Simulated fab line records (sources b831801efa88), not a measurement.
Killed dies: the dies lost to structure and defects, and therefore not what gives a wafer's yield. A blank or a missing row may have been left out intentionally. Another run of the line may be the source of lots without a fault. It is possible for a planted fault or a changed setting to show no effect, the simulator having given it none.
Chamber matching ; flow sky130 ; 4 sister chambers for SKY_FIELD_ISO_CMP_27 on cmp-01
The step polishes, stops on Si3N4, t overpolish 16 s, target thk 457.8 nm. 8 wafers are shown with their chamber, then 12 later ones without.

== WAFERS WITH THEIR CHAMBER ==
wafer;chamber;motor_current_A (A);time_to_endpoint_s (s)
L082.6;2;12.3;117
L086.1;2;12.6;120
L087.1;1;13.2;120
L087.3;3;14.0;119
L087.6;0;12.4;111
L088.1;1;12.5;106
L088.3;0;12.4;110
L088.4;3;15.0;111

== WAFERS WHOSE CHAMBER IS MISSING ==
wafer;motor_current_A (A);time_to_endpoint_s (s)
L092.1;12.4;115
L092.3;12.5;112
L092.5;12.8;111
L094.3;13.8;113
L094.5;12.7;108
L094.6;14.0;113
L095.2;13.6;107
L095.4;12.8;113
L095.6;13.9;110
L097.1;12.0;116
L097.4;13.2;116
L097.5;11.9;112

== EACH ONE'S CHAMBER ==
wafer;from the rows above;in truth
L092.1;can't be placed: 2 or 0 or 1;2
L092.3;can't be placed: 0 or 1 or 2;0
L092.5;can't be placed: 1 or 0 or 2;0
L094.3;can't be placed: 3 or 1 or 0 or 2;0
L094.5;can't be placed: 0 or 1 or 2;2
L094.6;can't be placed: 3 or 1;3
L095.2;can't be placed: 1 or 3 or 0 or 2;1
L095.4;can't be placed: 1 or 0 or 2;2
L095.6;can't be placed: 3 or 1 or 0 or 2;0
L097.1;can't be placed: 2 or 0 or 1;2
L097.4;can't be placed: 1 or 2 or 0 or 3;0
L097.5;can't be placed: 0 or 2 or 1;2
0 of 12 placed correctly. These rows do not allow placing 12 (true chamber among the candidates in 12). Number placed wrongly: 0.
How it was worked out, from the rows above alone: a wafer's distance from a chamber is the root of the sum, over the readings, of the square of ((its reading less the chamber's mean) divided by the reading's scatter). The wafer belongs to the nearest chamber; if the next one is less than 2 further off, it can't be placed. For every chamber, the mean is computed from those of its wafers that are shown. How the scatter is found: for the shown wafers, subtract from each reading the mean of its chamber, square and add these, divide the total by (wafers less chambers), then take the root.
